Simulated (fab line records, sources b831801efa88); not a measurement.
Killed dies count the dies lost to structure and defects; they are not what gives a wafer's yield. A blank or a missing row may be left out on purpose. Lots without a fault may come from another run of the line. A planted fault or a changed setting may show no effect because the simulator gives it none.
A struck lot beside a sound one ; flow sky130 ; 15 steps out of a route of 708
Sound: the wafers L160.2, L160.3, L160.6. Struck: wafer L175.6. (L175.3, L175.4 of the same lot were not struck and are left out.) The cause comes at the end.
Order at every step that has rows: each side's tool, ch and its chambers, its first start. Under that, the readings that differ: sound wafers ; struck wafers ; difference of the means ; sigmas: that difference in standard deviations of wafers without a fault.
alike: same words and numbers on both sides, and readings whose means sit less than 2 such deviations apart. not compared: any withheld reading, any reading some wafer has no value for, any bound like >300 that may hide the same value, and any number with overlapping values for which the record gives no deviation.
The two part at a step that has a row with sigmas, a row that says differs or no value, or rows on one side only. Non-overlapping numbers with no deviation appear without sigmas and do not part them. Lack of a reading on every wafer of one side parts them only where that side has two or more wafers.

first, 3 steps without rows for these wafers: SKY_CONTACT_EXPOSE_11 (exposes mask CTM1, target cd 170 nm); SKY_CONTACT_PEB_12; SKY_CONTACT_DEVELOP_13 (develop time 60 s).
SKY_CONTACT_CD_MEAS_14: the cd target is 170 nm.
  sound: cd_sem-02 at day 31 20:24; struck: cd_sem-01 at day 36 23:22
reading;sound;struck;difference;sigmas
cd_nm (nm);170.7 171.2 171.1;174.3;+3.3;+2
SKY_CONTACT_OVL_MEAS_15:
  sound: overlay-02 at day 31 20:30; struck: overlay-02 at day 36 23:28
  alike: CONTACT_OVL
SKY_CONTACT_ETCH_16: etches BARC in N2/H2, stops on SiO2, time 45.9 s, target depth 60 nm.
  sound on rie_diel-02 ch 0,1,2, day 31 20:32; struck on rie_diel-02 ch 2, day 36 23:29
reading;sound;struck;difference;sigmas
oes_product_au (a.u.);0.852 0.854 0.855;0.843;-0.011;-2
  alike: drypump_motor_current_A, throttle_valve_pct
  not compared: rf_hours_counter_h
SKY_CONTACT_ETCH_17: etches SiO2 in C4F8/O2/Ar, stops on Si3N4, target depth 340 nm.
  sound on rie_diel-02 ch 0,1,2, day 31 20:35; struck on rie_diel-02 ch 2, day 36 23:32
  alike: oes_product_au
SKY_CONTACT_ETCH_18: etches Si3N4 in CHF3/O2, stops on TiN, time 39 s, target depth 75 nm.
  sound: rie_diel-02 ch 0,1,2; struck: rie_diel-02 ch 2
  alike: drypump_motor_current_A, oes_product_au, throttle_valve_pct
  not compared: rf_hours_counter_h
SKY_CONTACT_STRIP_19: strips in O2/N2.
  sound on plasma_asher-01 ch 0,1, day 31 20:40; struck on plasma_asher-04 ch 0, day 36 23:39
  alike: drypump_motor_current_A, oes_product_au, strip_time_to_endpoint_s
  not compared: rf_hours_counter_h
then, 3 steps without rows for these wafers: SKY_CONTACT_STRIP_20 (strips in post etch residue remover, time 1200 s); SKY_CONTACT_CLEAN_21 (cleans in IPA, time 180 s); SKY_CONTACT_CLEAN_22 (cleans in O3/DIW).
SKY_CONTACT_SPUTTER_23: material TiN, target thk 20 nm, time 80 s.
  sound: pvd_sputter-03 at day 31 21:16; struck: pvd_sputter-02 at day 37 00:15
reading;sound;struck;difference;sigmas
model.TiN_of_CONTACT_SPUTTER_23.thk_nm (nm);20.35 20.09 20.18;22.45;+2.24;
  alike: chamber_pressure_pa, throttle_valve_pct
SKY_CONTACT_CVD_24: deposits W, target thk 340 nm, time 102.12 s.
  sound on cvd_w-02 ch 0, day 31 21:19; struck on cvd_w-01 ch 1, day 37 00:21
reading;sound;struck;difference;sigmas
heater_power_w (W);925 939 932;854;-78;-2
SKY_PAD_OPEN_PROBE_99:
  the record holds rows for the sound wafers here (prober-02, day 46 01:12) but none for the struck ones

## WHERE THEY PART
First at SKY_CONTACT_CD_MEAS_14; last, within this record, at SKY_PAD_OPEN_PROBE_99.

WHY: what had been put in by the simulator
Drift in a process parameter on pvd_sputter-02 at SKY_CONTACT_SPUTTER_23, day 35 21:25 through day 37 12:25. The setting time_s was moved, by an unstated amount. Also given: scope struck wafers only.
